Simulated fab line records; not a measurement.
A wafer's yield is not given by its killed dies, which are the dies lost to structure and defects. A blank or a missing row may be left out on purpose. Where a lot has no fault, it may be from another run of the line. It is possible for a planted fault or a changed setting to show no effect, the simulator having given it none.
What tool caused it? + flow gf180mcu + Sampling: 13 lots, 39 wafers, 4 of 602 route steps

WHAT THE GAUGES READ, wafer by wafer
GF_SAB_CD_MEAS_09: the cd target is 420 nm.
| lot  | measured     | on        | cd nm (nm)        |
|------|--------------|-----------|-------------------|
| L267 | day 14 21:16 | cd sem-01 | 422.1 421.4 421.5 |
| L268 | day 15 13:09 | cd sem-01 | 421.1 422.1 422.5 |
| L270 | day 16 06:18 | cd sem-02 | 424.2 421.9 423.2 |
| L271 | day 16 17:56 | cd sem-01 | 419.1 418.4 418.4 |
| L272 | day 17 09:34 | cd sem-01 | 422.1 421.4 418.2 |
| L273 | day 17 12:33 | cd sem-01 | 422.0 423.4 418.8 |
| L276 | day 18 06:44 | cd sem-02 | 421.8 421.9 423.3 |
| L282 | day 20 12:06 | cd sem-01 | 421.7 421.3 422.6 |
| L283 | day 20 21:00 | cd sem-01 | 416.3 414.8 414.4 |
| L284 | day 21 02:36 | cd sem-02 | 411.7 408.6 412.1 |
| L285 | day 21 09:44 | cd sem-01 | 419.4 418.7 416.3 |
| L286 | day 21 20:42 | cd sem-02 | 422.5 420.2 421.3 |
| L288 | day 22 12:53 | cd sem-01 | 421.2 422.5 422.8 |

GF_SAB_OVL_MEAS_10.
| lot  | measured     | on         | SAB_OVL (nm)   |
|------|--------------|------------|----------------|
| L267 | day 14 21:23 | overlay-02 | 1.0 1.6 2.9    |
| L268 | day 15 13:16 | overlay-02 | -0.6 -0.7 0.2  |
| L270 | day 16 06:25 | overlay-01 | 1.9 2.5 2.9    |
| L271 | day 16 18:02 | overlay-02 | 2.1 2.3 2.2    |
| L272 | day 17 09:41 | overlay-02 | -0.1 -2.0 -0.7 |
| L273 | day 17 12:40 | overlay-01 | 0.6 -0.1 0.7   |
| L276 | day 18 06:50 | overlay-02 | 1.1 -0.3 0.8   |
| L282 | day 20 12:13 | overlay-01 | -0.6 -1.4 -1.0 |
| L283 | day 20 21:07 | overlay-01 | 0.2 2.7 1.0    |
| L284 | day 21 02:43 | overlay-02 | 2.0 -0.2 1.3   |
| L285 | day 21 09:50 | overlay-02 | 0.2 -0.8 0.3   |
| L286 | day 21 20:49 | overlay-01 | -0.7 -1.2 -1.7 |
| L288 | day 22 12:59 | overlay-02 | -1.4 -2.0 -2.4 |

WHAT TOOL EACH LOT RAN ON (gives the tool, then ch and the chambers of the sampled wafers, and finally the start)
| lot  | GF_SAB_CVD_00                   | GF_SAB_DEVELOP_08                 |
|------|---------------------------------|-----------------------------------|
| L267 | pecvd-04 ch 0,1,2, day 14 01:07 | litho track-01 ch 0, day 14 21:08 |
| L268 | pecvd-03 ch 0,2, day 14 15:56   | litho track-04 ch 0, day 15 13:00 |
| L270 | pecvd-01 ch 0,1,2, day 15 08:13 | litho track-01 ch 0, day 16 06:09 |
| L271 | pecvd-03 ch 1,2, day 15 19:52   | litho track-02 ch 0, day 16 17:47 |
| L272 | pecvd-03 ch 1,2, day 16 10:38   | litho track-02 ch 0, day 17 09:25 |
| L273 | pecvd-01 ch 0,1,2, day 16 12:58 | litho track-04 ch 0, day 17 12:24 |
| L276 | pecvd-04 ch 0,1,2, day 17 08:24 | litho track-04 ch 0, day 18 06:36 |
| L282 | pecvd-03 ch 0,2, day 19 12:15   | litho track-01 ch 0, day 20 11:57 |
| L283 | pecvd-01 ch 0,1,2, day 19 20:47 | litho track-04 ch 0, day 20 20:51 |
| L284 | pecvd-03 ch 0,1,2, day 20 02:39 | litho track-04 ch 0, day 21 02:27 |
| L285 | pecvd-04 ch 1, day 20 09:38     | litho track-02 ch 0, day 21 09:35 |
| L286 | pecvd-01 ch 0,2, day 20 21:40   | litho track-01 ch 0, day 21 20:33 |
| L288 | pecvd-01 ch 0,2, day 21 13:30   | litho track-02 ch 0, day 22 12:44 |
- GF_SAB_CVD_00: deposits SiO2 from TEOS, target thk 50 nm, time 4.9302 s.
- GF_SAB_DEVELOP_08: develop time 60 s.

WHAT THE TOOLS THEMSELVES READ (means of the sampled wafers that have a number; where no wafer has one, the mark that the record gives instead)
GF_SAB_CVD_00.
| lot  | tool     | heater power w (W) |
|------|----------|--------------------|
| L267 | pecvd-04 | 730                |
| L268 | pecvd-03 | 591                |
| L270 | pecvd-01 | 815                |
| L271 | pecvd-03 | 731                |
| L272 | pecvd-03 | 747                |
| L273 | pecvd-01 | 798                |
| L276 | pecvd-04 | 688                |
| L282 | pecvd-03 | 627                |
| L283 | pecvd-01 | 768                |
| L284 | pecvd-03 | 717                |
| L285 | pecvd-04 | 686                |
| L286 | pecvd-01 | 768                |
| L288 | pecvd-01 | 795                |

GF_SAB_DEVELOP_08.
| lot  | tool           | developer temp C (C) |
|------|----------------|----------------------|
| L267 | litho track-01 | 22.94                |
| L268 | litho track-04 | 22.91                |
| L270 | litho track-01 | 22.98                |
| L271 | litho track-02 | 22.98                |
| L272 | litho track-02 | 22.98                |
| L273 | litho track-04 | 22.87                |
| L276 | litho track-04 | 23.04                |
| L282 | litho track-01 | 22.94                |
| L283 | litho track-04 | 20.74                |
| L284 | litho track-04 | 20.69                |
| L285 | litho track-02 | 23.10                |
| L286 | litho track-01 | 23.11                |
| L288 | litho track-02 | 23.04                |

THE ANSWER, worked out from the rows above alone
Rule: what is usual is taken from the lots themselves. Put in order of their means at a reading, lots are off if they are a third of the lots or fewer, leave a main group of 4 or more, and stand apart from it by a gap of 3 or more times the standard deviation of the main group's means; of several such gaps the widest counts. A main group whose means are all the same, to the digits that the tables above print for the reading, isn't used. A lot without any number at a reading at which 4 lots or more have one is off too. All remaining lots with rows at the step are treated as sound. Order of review: gauges by route order, followed by the tools' own readings, for which a lot's mean as printed above is used. The first step at which some lot is off is used, and at that step the reading that is off furthest; a lot without a number counts as furthest.
Off: L283, L284 (GF_SAB_DEVELOP_08, developer temp C). For the main group the mean is 22.99 C and the standard deviation 0.072.
If a tool, at that step or one of the process steps before it, ran each lot that is off and ran no sound lot following the first of them, it fits. One fits: litho track-04 at GF_SAB_DEVELOP_08. Its last sound lot is L276 (day 18 06:36), its first lot that is off L283 (day 20 20:51): a fault that began between those two fits.
On the lots that are off, the tool's own readings at GF_SAB_DEVELOP_08 differ by more than 5 times the standard deviation of the sound lots' means, which bears it out; developer temp C reads 20.71 C there versus 22.99 C on the sound lots.

WHAT THE SIMULATOR HAD INSERTED
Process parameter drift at GF_SAB_DEVELOP_08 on litho track-04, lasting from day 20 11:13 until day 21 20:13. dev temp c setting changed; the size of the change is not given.
Lots struck among those shown: L283, L284. Same finding as the rule above.
